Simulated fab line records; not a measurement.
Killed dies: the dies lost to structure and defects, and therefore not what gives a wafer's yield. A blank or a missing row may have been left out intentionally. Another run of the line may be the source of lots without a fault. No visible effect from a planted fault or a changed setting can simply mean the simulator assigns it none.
The tool behind it: which one?	flow gf180mcu	Sampling: 12 lots, 36 wafers, 6 of 602 route steps

WHAT THE GAUGES SHOWED, per wafer
GF_STI_BOW_MEAS_00. Usual: INCOMING_BOW 1 um, standard deviation 6.2.
lot	measured	on	INCOMING_BOW (um)	flag
L199	day 1 10:01	filmMetro-02	7 -1 5	
L201	day 1 20:00	filmMetro-04	0 5 -5	
L202	day 2 01:00	filmMetro-03	0 -1 0	
L205	day 2 16:00	filmMetro-02	-2 -4 -9	
L206	day 2 21:00	filmMetro-03	4 3 2	
L207	day 3 02:02	filmMetro-04	6 7 1	
L209	day 3 12:00	filmMetro-03	4 9 3	
L215	day 4 18:00	filmMetro-04	3 16 3	
L217	day 5 04:02	filmMetro-04	6 -15 -9	
L220	day 5 19:00	filmMetro-04	4 4 4	
L221	day 6 00:01	filmMetro-02	0 4 0	
L222	day 6 05:00	filmMetro-03	3 -2 9	

GF_STI_THK_MEAS_04. Usual: STI_CVD_03_THK 208.0 nm, standard deviation 1.8.
lot	measured	on	STI_CVD_03_THK (nm)	flag
L199	day 1 13:34	filmMetro-03	209.2 210.2 210.1	
L201	day 1 23:52	filmMetro-03	212.4 211.9 212.6	
L202	day 2 04:41	filmMetro-04	207.5 207.6 207.2	
L205	day 2 19:34	filmMetro-04	208.5 205.9 206.9	
L206	day 3 00:39	filmMetro-03	209.6 208.0 207.9	
L207	day 3 06:06	filmMetro-02	207.5 207.5 206.7	
L209	day 3 15:34	filmMetro-03	210.0 209.2 207.6	
L215	day 4 21:34	filmMetro-02	206.9 208.3 207.3	
L217	day 5 09:14	filmMetro-03	207.7 208.4 207.9	
L220	day 5 22:34	filmMetro-03	204.9 207.6 206.5	
L221	day 6 03:34	filmMetro-03	210.4 209.9 208.7	
L222	day 6 09:33	filmMetro-03	209.2 209.5 209.6	

GF_MVPSD_TW_MEAS_11. Usual: MVPSD_TW 554.8, standard deviation 3.
lot	measured	on	MVPSD_TW	flag
L199	day 5 00:58	filmMetro-04	551.9 555.1 554.5	
L201	day 5 12:38	filmMetro-01	551.8 552.7 553.4	
L202	day 5 18:08	filmMetro-01	552.0 551.2 554.4	
L205	day 6 11:50	filmMetro-04	547.5 551.2 545.9	
L206	day 6 18:38	filmMetro-01	552.2 554.0 549.6	
L207	day 7 01:28	filmMetro-04	548.2 554.0 546.1	
L209	day 7 11:50	filmMetro-04	553.4 542.9 556.3	
L215	day 8 23:51	filmMetro-02	559.0 565.9 560.0	
L217	day 9 13:25	filmMetro-02	554.5 552.6 552.9	
L220	day 10 06:44	filmMetro-04	556.6 557.9 555.7	
L221	day 10 10:20	filmMetro-02	556.0 555.4 554.8	
L222	day 10 21:32	filmMetro-02	556.0 553.3 552.8	

GF_VT_IMPLANT_RS_MEAS_49: uses a four-point probe to measure. Usual: MVPSD_RS 1168.9 ohm/sq, standard deviation 2.9.
lot	measured	on	MVPSD_RS (ohm/sq)	flag
L199	day 7 12:00	filmMetro-01	1166.9 1167.2 1165.9	
L201	day 8 02:50	filmMetro-01	1171.2 1172.2 1174.6	
L202	day 8 08:46	filmMetro-04	1168.8 1169.1 1174.4	
L205	day 9 04:58	filmMetro-02	1166.8 1169.4 1170.4	
L206	day 9 13:17	filmMetro-04	1169.3 1166.7 1164.8	
L207	day 9 20:28	filmMetro-01	1200.2 1169.4 1207.1	OFF
L209	day 10 08:49	filmMetro-04	1173.8 1205.1 1171.5	OFF
L215	day 12 01:05	filmMetro-02	1168.5 1168.4 1170.4	
L217	day 12 16:52	filmMetro-02	1163.8 1167.9 1171.5	
L220	day 13 12:13	filmMetro-01	1167.3 1170.3 1168.5	
L221	day 13 16:53	filmMetro-01	1164.3 1165.7 1165.8	
L222	day 14 04:31	filmMetro-01	1170.2 1167.4 1170.0	

EACH LOT AND THE TOOL THAT RAN IT (in order: tool; ch and the chambers of the sampled wafers; start)
lot	GF_MVPSD_IMPLANT_08	GF_VT_IMPLANT_STRIP_31
L199	implanter-04 ch 0, day 5 00:35	plasmaAsher-04 ch 0, day 6 20:11
L201	implanter-01 ch 0, day 5 12:14	plasmaAsher-04 ch 0,1, day 7 10:07
L202	implanter-01 ch 0, day 5 17:44	plasmaAsher-01 ch 0,1, day 7 15:51
L205	implanter-01 ch 0, day 6 11:26	plasmaAsher-03 ch 0,1, day 8 11:20
L206	implanter-01 ch 0, day 6 18:14	plasmaAsher-04 ch 0,1, day 8 19:00
L207	implanter-01 ch 0, day 7 01:05	plasmaAsher-01 ch 0,1, day 9 02:49
L209	implanter-01 ch 0, day 7 11:26	plasmaAsher-03 ch 0,1, day 9 14:27
L215	implanter-04 ch 0, day 8 23:27	plasmaAsher-04 ch 0,1, day 11 05:06
L217	implanter-04 ch 0, day 9 13:03	plasmaAsher-04 ch 0,1, day 11 20:38
L220	implanter-04 ch 0, day 10 06:20	plasmaAsher-01 ch 0,1, day 12 15:30
L221	implanter-02 ch 0, day 10 09:58	plasmaAsher-01 ch 0,1, day 12 20:12
L222	implanter-04 ch 0, day 10 21:08	plasmaAsher-03 ch 0,1, day 13 07:30
- GF_MVPSD_IMPLANT_08
- GF_VT_IMPLANT_STRIP_31: strips in O2/N2.

AS READ BY THE TOOLS THEMSELVES (means over the sampled wafers that have a number; for cases with no such wafer, the mark the record gives instead)
GF_MVPSD_IMPLANT_08. Usual: beamEnergyKeV 170.00, standard deviation 0.05.
lot	tool	beamEnergyKeV	flag
L199	implanter-04	169.94	
L201	implanter-01	169.98	
L202	implanter-01	169.94	
L205	implanter-01	169.98	
L206	implanter-01	169.96	
L207	implanter-01	169.98	
L209	implanter-01	170.02	
L215	implanter-04	169.98	
L217	implanter-04	169.94	
L220	implanter-04	169.97	
L221	implanter-02	169.97	
L222	implanter-04	170.00	

GF_VT_IMPLANT_STRIP_31. Usual: drypumpMotorCurrentA 5.7 A, standard deviation 0.47; heaterPowerW 340 W, standard deviation 33; oesProductAu 0.716 a.u., standard deviation 0.0051; stripTimeToEndpointS 12.64 s, standard deviation 0.039.
lot	tool	drypumpMotorCurrentA (A)	heaterPowerW (W)	oesProductAu (a.u.)	stripTimeToEndpointS (s)	flag
L199	plasmaAsher-04	5.1	334	0.715	12.62	
L201	plasmaAsher-04	5.5	324	0.719	12.61	
L202	plasmaAsher-01	5.7	330	0.715	12.64	
L205	plasmaAsher-03	6.0	382	0.715	12.62	
L206	plasmaAsher-04	5.5	323	0.713	12.64	
L207	plasmaAsher-01	5.7	330	0.713	12.69	
L209	plasmaAsher-03	6.0	380	0.720	12.68	
L215	plasmaAsher-04	6.0	320	0.711	12.71	
L217	plasmaAsher-04	6.0	323	0.718	12.64	
L220	plasmaAsher-01	5.6	332	0.712	12.59	
L221	plasmaAsher-01	5.6	329	0.719	12.62	
L222	plasmaAsher-03	6.0	380	0.713	12.63	

THE ANSWER, worked out from the rows above alone
Rule: a lot counts as off when the mean over its wafers that have a number is more than 3 standard deviations away from the usual mean. A lot without any number at a reading at which 4 lots or more have one is off too. The other lots that the step has rows for count as sound. First the gauges in route order, then the tools' own readings, where a lot's mean is used as printed above. At the first step where some lot is off, the reading lying furthest off is the one used; lots without a number count as furthest.
Off: L207, L209, at GF_VT_IMPLANT_RS_MEAS_49 (MVPSD_RS).
A tool fits if, at a process step before that reading, it ran every lot that is off, and no sound lot after the first of them. The gauges at GF_VT_IMPLANT_RS_MEAS_49 are tried like those tools. One fits: GF_MVPSD_IMPLANT_08 on implanter-01. A fault onset in the window from L206 (day 6 18:14, its last sound lot) to L207 (day 7 01:05, its first lot off) fits.

WHAT THE SIMULATOR HAD PUT IN
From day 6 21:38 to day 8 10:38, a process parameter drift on implanter-01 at GF_MVPSD_IMPLANT_08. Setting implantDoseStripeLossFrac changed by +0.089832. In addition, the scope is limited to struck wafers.
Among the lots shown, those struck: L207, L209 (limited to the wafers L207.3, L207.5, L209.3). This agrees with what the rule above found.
